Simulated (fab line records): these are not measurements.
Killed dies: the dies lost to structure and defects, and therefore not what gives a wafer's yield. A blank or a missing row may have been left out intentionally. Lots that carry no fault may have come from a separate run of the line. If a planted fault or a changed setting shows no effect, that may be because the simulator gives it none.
Which tool did it?    flow sky130    12 lots, 36 wafers sampled, at 4 steps of a route of 708

WHAT EACH GAUGE READ, for each wafer
SKY_VIA1_THK_MEAS_23: measures by xrf.
lot   measured      on             VIA1_W_THK (nm)
L876  day 33 22:42  film_metro-04  274 277 277
L879  day 35 01:04  film_metro-04  277 274 277
L881  day 36 06:11  film_metro-03  276 277 281
L882  day 36 09:34  film_metro-02  273 278 270
L883  day 36 11:33  film_metro-04  274 277 279
L891  day 38 22:55  film_metro-02  274 269 272
L892  day 39 00:57  film_metro-04  271 270 273
L894  day 39 17:23  film_metro-03  279 279 279
L895  day 39 22:53  film_metro-04  271 272 273
L896  day 40 21:26  film_metro-04  272 271 275
L898  day 41 00:26  film_metro-04  272 272 270
L899  day 41 04:01  film_metro-04  279 286 279

EACH LOT AND THE TOOL THAT RAN IT (in order: tool; ch and the chambers of the sampled wafers; start)
lot   SKY_METAL1_DESCUM_17               SKY_VIA1_STRIP_16                     SKY_VIA1_CVD_21
L876  rie_metal-02 ch 0,1, day 32 17:06  plasma_asher-04 ch 0,1, day 33 21:49  cvd_w-01 ch 0,1, day 33 22:30
L879  rie_metal-04 ch 0,1, day 33 20:41  plasma_asher-02 ch 0,1, day 35 00:11  cvd_w-02 ch 1, day 35 00:52
L881  rie_metal-02 ch 0,1, day 35 02:40  plasma_asher-01 ch 0,1, day 36 05:20  cvd_w-01 ch 0,1, day 36 05:59
L882  rie_metal-04 ch 0,1, day 35 04:52  plasma_asher-02 ch 0,1, day 36 08:42  cvd_w-01 ch 0,1, day 36 09:21
L883  rie_metal-01 ch 0,1, day 35 06:50  plasma_asher-04 ch 0,1, day 36 10:41  cvd_w-02 ch 0,1, day 36 11:20
L891  rie_metal-02 ch 0,1, day 37 18:35  plasma_asher-02 ch 0,1, day 38 22:03  cvd_w-02 ch 0, day 38 22:42
L892  rie_metal-02 ch 0,1, day 37 21:17  plasma_asher-04 ch 0,1, day 39 00:05  cvd_w-02 ch 0,1, day 39 00:44
L894  rie_metal-04 ch 0,1, day 38 14:23  plasma_asher-04 ch 0,1, day 39 16:27  cvd_w-02 ch 0,1, day 39 17:10
L895  rie_metal-02 ch 0,1, day 38 19:29  plasma_asher-01 ch 0,1, day 39 22:02  cvd_w-02 ch 0,1, day 39 22:41
L896  rie_metal-04 ch 0,1, day 39 18:38  plasma_asher-04 ch 0,1, day 40 20:34  cvd_w-02 ch 0,1, day 40 21:13
L898  rie_metal-02 ch 0,1, day 39 21:53  plasma_asher-02 ch 0,1, day 40 23:35  cvd_w-02 ch 0,1, day 41 00:14
L899  rie_metal-04 ch 0,1, day 40 00:50  plasma_asher-02 ch 0,1, day 41 03:07  cvd_w-01 ch 0,1, day 41 03:48
- SKY_METAL1_DESCUM_17: chemistry O2, time 8 s.
- SKY_VIA1_STRIP_16: strips in O2/N2.
- SKY_VIA1_CVD_21: deposits W, target thk 270 nm, time 80.902 s.

AS READ BY THE TOOLS THEMSELVES (means over the sampled wafers that have a number; for cases with no such wafer, the mark the record gives instead)
SKY_METAL1_DESCUM_17.
lot   tool          chamber_pressure_mTorr (mTorr)  drypump_motor_current_A (A)  oes_product_au (a.u.)
L876  rie_metal-02  10.000                          5.7                          1.000
L879  rie_metal-04  9.997                           6.2                          1.001
L881  rie_metal-02  10.005                          5.7                          0.997
L882  rie_metal-04  10.002                          6.2                          1.000
L883  rie_metal-01  9.999                           5.8                          1.008
L891  rie_metal-02  10.003                          5.7                          0.987
L892  rie_metal-02  10.006                          5.9                          0.997
L894  rie_metal-04  9.997                           6.1                          0.986
L895  rie_metal-02  10.006                          5.9                          0.989
L896  rie_metal-04  9.996                           6.2                          0.997
L898  rie_metal-02  9.995                           5.9                          0.991
L899  rie_metal-04  9.994                           6.1                          0.997

SKY_VIA1_STRIP_16.
lot   tool             chamber_pressure_mTorr (mTorr)  drypump_motor_current_A (A)  o2_flow_sccm (sccm)  oes_product_au (a.u.)  strip_time_to_endpoint_s (s)
L876  plasma_asher-04  1499.7                          6.09                         2996                 0.415                  4.500
L879  plasma_asher-02  1500.4                          5.59                         3008                 0.418                  4.449
L881  plasma_asher-01  1500.4                          5.76                         3006                 0.420                  4.440
L882  plasma_asher-02  1501.2                          5.58                         3403                 0.412                  4.438
L883  plasma_asher-04  1501.0                          6.09                         3000                 0.419                  4.448
L891  plasma_asher-02  1500.5                          5.59                         3008                 0.415                  4.465
L892  plasma_asher-04  1499.2                          5.93                         3001                 0.415                  4.464
L894  plasma_asher-04  1499.2                          6.07                         2993                 0.415                  4.465
L895  plasma_asher-01  1500.4                          5.76                         2996                 0.416                  4.450
L896  plasma_asher-04  1499.5                          5.93                         3000                 0.416                  4.437
L898  plasma_asher-02  1499.8                          5.58                         3005                 0.419                  4.472
L899  plasma_asher-02  1498.5                          5.52                         3005                 0.420                  4.449

SKY_VIA1_CVD_21.
lot   tool      heater_power_w (W)
L876  cvd_w-01  959
L879  cvd_w-02  789
L881  cvd_w-01  958
L882  cvd_w-01  953
L883  cvd_w-02  771
L891  cvd_w-02  749
L892  cvd_w-02  773
L894  cvd_w-02  766
L895  cvd_w-02  763
L896  cvd_w-02  766
L898  cvd_w-02  786
L899  cvd_w-01  941

THE ANSWER, worked out from the rows above alone
Rule: the lots themselves supply what counts as usual. The widest of any qualifying gaps counts: lots, ordered by their means at a reading, are off when they make up no more than a third of the lots, leave a main group of 4 or more, and stand apart from it by 3 or more times the standard deviation of that group's means. A main group is skipped when, at the precision printed for the reading in the tables above, its means are all equal. A lot without any number at a reading at which 4 lots or more have one is off too. Any other lot the step has rows for is counted as sound. After the gauges, taken in route order, come the tools' own readings; for these a lot's mean is taken, as printed above. At the first step where some lot is off, the reading lying furthest off is the one used; lots without a number count as furthest.
Off at SKY_VIA1_STRIP_16 (o2_flow_sccm): L882. Main group: mean 3002 sccm, sd 4.9.
A tool fits if, at that step or a process step before it, it ran every lot that is off, and no sound lot after the first of them. Not one of the candidates tried fits.

WHAT THE SIMULATOR HAD INSERTED
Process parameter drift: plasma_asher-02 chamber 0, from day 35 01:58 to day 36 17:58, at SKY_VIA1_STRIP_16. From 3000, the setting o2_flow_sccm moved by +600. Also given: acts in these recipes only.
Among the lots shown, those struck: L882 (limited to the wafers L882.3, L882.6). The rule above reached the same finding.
